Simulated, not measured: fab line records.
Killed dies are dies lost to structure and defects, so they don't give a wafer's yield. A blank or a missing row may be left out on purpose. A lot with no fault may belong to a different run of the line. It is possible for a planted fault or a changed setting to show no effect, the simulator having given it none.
Chamber matching ; flow gf180mcu ; GF_V1_ETCH_17 on rie-diel-02: 3 sister chambers
The step etches SiO2 in C4F8/O2/Ar, stops on TiN, target depth 630 nm. 6 wafers are shown with their chamber, then 6 later ones without.

EACH WAFER AND ITS CHAMBER
wafer;chamber;oes-product-au (a.u.);bias-w (W)
L346.3;1;0.849;1198
L351.5;1;0.859;1199
L351.6;0;0.862;1193
L354.2;0;0.854;1203
L354.6;3;0.851;1199
L356.2;3;0.854;1203

WAFERS WHOSE CHAMBER IS MISSING
wafer;oes-product-au (a.u.);bias-w (W)
L356.3;0.858;1200
L356.6;0.851;1203
L361.1;0.851;1195
L361.2;0.852;1195
L361.3;0.857;1196
L364.4;0.853;1199

WHICH CHAMBER EACH ONE RAN IN
wafer;from the rows above;in truth
L356.3;can't be placed: 0 or 1 or 3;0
L356.6;can't be placed: 3 or 1 or 0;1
L361.1;can't be placed: 1 or 3 or 0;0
L361.2;can't be placed: 1 or 0 or 3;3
L361.3;can't be placed: 0 or 1 or 3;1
L364.4;can't be placed: 1 or 3 or 0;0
0 of 6 placed correctly. These rows do not allow placing 6 (true chamber among the candidates in 6). Wrongly placed: 0.
How it was worked out, from the rows above alone: a wafer's distance from a chamber is the root of the sum, over the readings, of the square of ((its reading less the chamber's mean) divided by the reading's scatter). The wafer belongs to the nearest chamber; if the next one is less than 2 further off, it can't be placed. A chamber's mean is the mean of its shown wafers. The scatter: the root of (the sum of the squares of (reading less its chamber's mean) over the shown wafers, divided by (wafers less chambers)).
